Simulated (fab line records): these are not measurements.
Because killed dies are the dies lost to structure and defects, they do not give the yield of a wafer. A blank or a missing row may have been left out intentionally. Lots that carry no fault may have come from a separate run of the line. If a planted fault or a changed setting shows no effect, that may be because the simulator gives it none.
One fault through the eyes of 2 desks || flow sky130 || numbers are kept per desk, each desk with only its own; the story behind them comes last

== THE METROLOGY DESK ==
What the gauges read for every lot (on any tool): the sampled wafers with a number, averaged. A lot is out of limits, marked OUT, if its mean lies more than 4 standard deviations from the usual mean; the brackets give that distance.
Columns: A = SONOS_TUNNEL_OVL at SKY_SONOS_TUNNEL_OVL_MEAS_08, usual -0.7 nm; B = SONOS_ONO_OXIDATION_THK at SKY_SONOS_ONO_THK_MEAS_01, usual 2.61 nm; C = LDD_N_OVL at SKY_LDD_N_OVL_MEAS_07, usual 0.0 nm
{"lot": "L284", "first seen here": "day 11 10:53", "A": -2.4, "B": 2.57, "C": -2.4}
{"lot": "L285", "first seen here": "day 11 20:53", "A": -1.5, "B": 2.71, "C": -0.7}
{"lot": "L287", "first seen here": "day 12 08:20", "A": -2.0, "B": 2.61, "C": -0.6}
{"lot": "L289", "first seen here": "day 13 07:38", "A": -2.3, "B": 2.72, "C": 0.8}
{"lot": "L294", "first seen here": "day 14 13:02", "A": -2.9, "B": 2.56, "C": -0.9}
{"lot": "L295", "first seen here": "day 14 18:34", "A": 0.1, "B": 2.62, "C": 0.7}
{"lot": "L297", "first seen here": "day 15 23:32", "A": -1.0, "B": 2.67, "C": 0.8}
{"lot": "L299", "first seen here": "day 16 10:50", "A": -2.0, "B": 2.67, "C": 1.8}
{"lot": "L302", "first seen here": "day 17 11:12", "A": -0.6, "B": 2.51, "C": -1.2}
{"lot": "L303", "first seen here": "day 18 00:23", "A": -3.3, "B": 2.84, "C": -0.7}
{"lot": "L305", "first seen here": "day 18 16:32", "A": 0.4, "B": 2.82, "C": 0.6}
Result from this desk: across the 11 lots, nothing is out of limits.

== THE TOOL OWNER'S DESK: furnace-02 ==
The tool's own readings at SKY_SONOS_ONO_OXIDATION_00 (stabilise 600 s, purge 300 s, target thk 2.6 nm): means of the sampled wafers that have a number, for each lot that ran on this tool. A lot is out of limits, marked OUT, if its mean lies more than 4 standard deviations from the usual mean; the brackets give that distance. It has 8 readings, of which 7 appear: the earliest out of limits, and the ones furthest out on some lot.
Columns: A = spike tc bottom C at SKY_SONOS_ONO_OXIDATION_00, usual 822.2 C; B = spike tc centre C at SKY_SONOS_ONO_OXIDATION_00, usual 800.2 C; C = spike tc lower C at SKY_SONOS_ONO_OXIDATION_00, usual 800.9 C; D = spike tc top C at SKY_SONOS_ONO_OXIDATION_00, usual 817.3 C; E = spike tc upper C at SKY_SONOS_ONO_OXIDATION_00, usual 800.1 C; F = tube center temp C at SKY_SONOS_ONO_OXIDATION_00, usual 800 C; G = tube_center_temp_C_max at SKY_SONOS_ONO_OXIDATION_00, usual 802.1
{"lot": "L285", "first seen here": "day 11 23:25", "A": 822.2, "B": 800.1, "C": 800.7, "D": 818.7, "E": 801.2, "F": 800, "G": 802.0}
{"lot": "L289", "first seen here": "day 13 08:42", "A": 823.4, "B": 800.0, "C": 801.0, "D": 819.8, "E": 800.8, "F": 800, "G": 801.8}
{"lot": "L295", "first seen here": "day 14 20:02", "A": 824.2, "B": 799.4, "C": 798.9, "D": 818.5, "E": 801.6, "F": 800, "G": 801.7}
{"lot": "L297", "first seen here": "day 16 00:03", "A": 822.6, "B": 799.9, "C": 799.9, "D": 820.3, "E": 801.6, "F": 800, "G": 802.2}
{"lot": "L299", "first seen here": "day 16 11:38", "A": 822.7, "B": 800.5, "C": 800.2, "D": 818.9, "E": 801.0, "F": 800, "G": 802.0}
{"lot": "L302", "first seen here": "day 17 12:38", "A": 824.1, "B": 800.4, "C": 799.6, "D": 818.4, "E": 800.8, "F": 800, "G": 801.7}
{"lot": "L303", "first seen here": "day 18 00:56", "A": "828.6 (+4.3) OUT", "B": "804.8 (+4.9) OUT", "C": 805.4, "D": 823.7, "E": "806.9 (+4.5) OUT", "F": "805 (+71) OUT", "G": "807.3 (+15) OUT"}
{"lot": "L305", "first seen here": "day 18 17:24", "A": 827.8, "B": "805.1 (+5.2) OUT", "C": 805.8, "D": 824.4, "E": "806.2 (+4.0) OUT", "F": "805 (+72) OUT", "G": "807.1 (+14) OUT"}
Finding of this desk: L303, L305 out of limits; the first was L303 at day 18 00:56, on spike tc bottom C at SKY_SONOS_ONO_OXIDATION_00. In limits: L285, L289, L295, L297, L299, L302.

== BROUGHT TOGETHER ==
The tool owner's desk had the chance to raise an alarm at day 18 00:56 on L303, L305.
Metrology desk: nothing out of limits seen.
The metrology desk holds a record of L303, L305, inside its limits.
Of the lots named, all ran SKY_SONOS_ONO_OXIDATION_00 on furnace-02.

== WHAT HAD BEEN PUT IN BY THE SIMULATOR ==
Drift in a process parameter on furnace-02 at SKY_SONOS_ONO_OXIDATION_00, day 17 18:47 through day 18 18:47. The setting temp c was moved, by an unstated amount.
Lots struck among those shown: L303, L305.
Hours from the fault's start to each desk's first reading out of limits: the tool owner's desk, 6.
